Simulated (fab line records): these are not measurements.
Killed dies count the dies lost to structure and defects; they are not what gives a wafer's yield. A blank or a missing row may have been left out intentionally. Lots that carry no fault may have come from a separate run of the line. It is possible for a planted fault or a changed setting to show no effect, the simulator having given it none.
A struck lot beside a sound one + flow sky130 + 15 out of 708 route steps
Sound: these wafers, L935.1, L935.3, L935.5. The struck wafers were L939.1, L939.2, L939.6. The cause is given at the end.
Each step with rows lists, per side, the tool, then ch with its chambers, then its first start. Under that, the readings that differ: sound wafers + struck wafers + difference of the means + sigmas: that difference in standard deviations of wafers without a fault.
alike: readings with means less than 2 such deviations apart, plus words and numbers identical on both sides. not compared: withheld readings, readings lacking a value on some wafer, bounds such as >300 that could conceal the same value, and numbers that have no deviation in the record and whose values overlap.
A row with sigmas, a row that says differs or no value, or rows on one side alone: a step with any of these is where the two part. When numbers do not overlap yet have no deviation, they are printed without sigmas and do not part them. A reading that every wafer of one side lacks parts them only if that side has two wafers or more.

first, 6 steps without rows for these wafers: SKY_GATE_OXIDE_HMDS_04 (prime time 60 s); SKY_GATE_OXIDE_COAT_05 (resist thk 1140 nm); SKY_GATE_OXIDE_SOFTBAKE_06 (time 60 s); SKY_GATE_OXIDE_EXPOSE_07 (exposes mask LVOM, target cd 600 nm); SKY_GATE_OXIDE_PEB_08; SKY_GATE_OXIDE_DEVELOP_09 (develop time 60 s).
SKY_GATE_OXIDE_OVL_MEAS_10:
  sound: overlay-01 at day 16 09:13; struck: overlay-01 at day 17 12:13
  alike: GATE_OXIDE_OVL
then, 2 steps without rows for these wafers: SKY_GATE_OXIDE_IMPLANT_11; SKY_GATE_OXIDE_WET_ETCH_12 (etches SiO2 in dHF, target depth 16.8 nm, time 336 s).
SKY_GATE_OXIDE_STRIP_13: strips in O2/N2.
  sound on plasma asher-04 ch 0,1, day 16 09:31; struck on plasma asher-01 ch 0,1, day 17 12:31
  alike: drypump motor current A, oes product au, strip time to endpoint s
  not compared: rf hours counter h
SKY_GATE_OXIDE_TW_MEAS_14:
  sound: film metro-03 at day 16 09:37; struck: film metro-03 at day 17 12:37
  alike: GATE_OXIDE_TW
then, 1 step without rows for these wafers: SKY_GATE_OXIDE_CLEAN_15 (cleans in SC1/SC2, time 150 s).
SKY_GATE_OXIDE_OXIDATION_16: stabilise 600 s, purge 300 s, target thk 3.57 nm.
  sound on furnace-02 ch 0, day 16 09:44; struck on furnace-02 ch 0, day 17 15:54
| reading                                           | sound             | struck            | difference | sigmas |
|---------------------------------------------------|-------------------|-------------------|------------|--------|
| model.SiO2_of_GATE_OXIDE_OXIDATION_01.thk nm (nm) | 11.53 11.58 11.72 | 12.49 12.79 12.65 | +1.03      |        |
  alike: spike tc lower C, spike tc top C, tube center temp C, zone power lower pct, zone power top pct
then, 1 step without rows for these wafers: SKY_POLY_GATE_CVD_00 (deposits poly-Si, target thk 180 nm, time 720 s).
-- the record jumps here: 31 days lie between the struck wafers' starts before and after (it left off in module POLY_GATE and takes up again in module PAD_OPEN, whose first step shown is number 708 of the route) --
SKY_PAD_OPEN_PROBE_99:
  sound: prober-01 at day 47 11:00; struck: prober-01 at day 48 09:21
| reading                                | sound                         | struck                       | difference | sigmas |
|----------------------------------------|-------------------------------|------------------------------|------------|--------|
| model.etest.nfet_16v.r on ohm um       | 1.414e+04 1.406e+04 1.405e+04 | 1.52e+04 1.535e+04 1.519e+04 | +1.16e+03  |        |
| model.etest.pfet g5v0d10v5.r on ohm um | 4823 4756 4672                | 5323 5323 5307               | +567       |        |
| model.etest.pfet_01v8.r on ohm um      | 2998 2943 2898                | 3299 3162 3302               | +308       |        |
| model.etest.tip sonos.rs ohm sq        | 2621 2657 2666                | 2961 3045 2976               | +346       |        |
| model.etest.nfet g5v0d10v5.r on ohm um | 1901 1880 1868                | 2090 2086 2096               | +208       |        |
| model.etest.nfet_01v8.r on ohm um      | 831.8 814.4 805.5             | 963.8 931.4 968.4            | +137.3     |        |
| model.etest.nfet_01v8_lvt.drive ua um  | 580 586.3 584.7               | 500.8 514.5 497.8            | -79.3      |        |
  not compared: model.etest.pfet_16v.r on ohm um

== WHERE THEY PART ==
Nowhere in this record.

WHY: whatever the simulator had introduced
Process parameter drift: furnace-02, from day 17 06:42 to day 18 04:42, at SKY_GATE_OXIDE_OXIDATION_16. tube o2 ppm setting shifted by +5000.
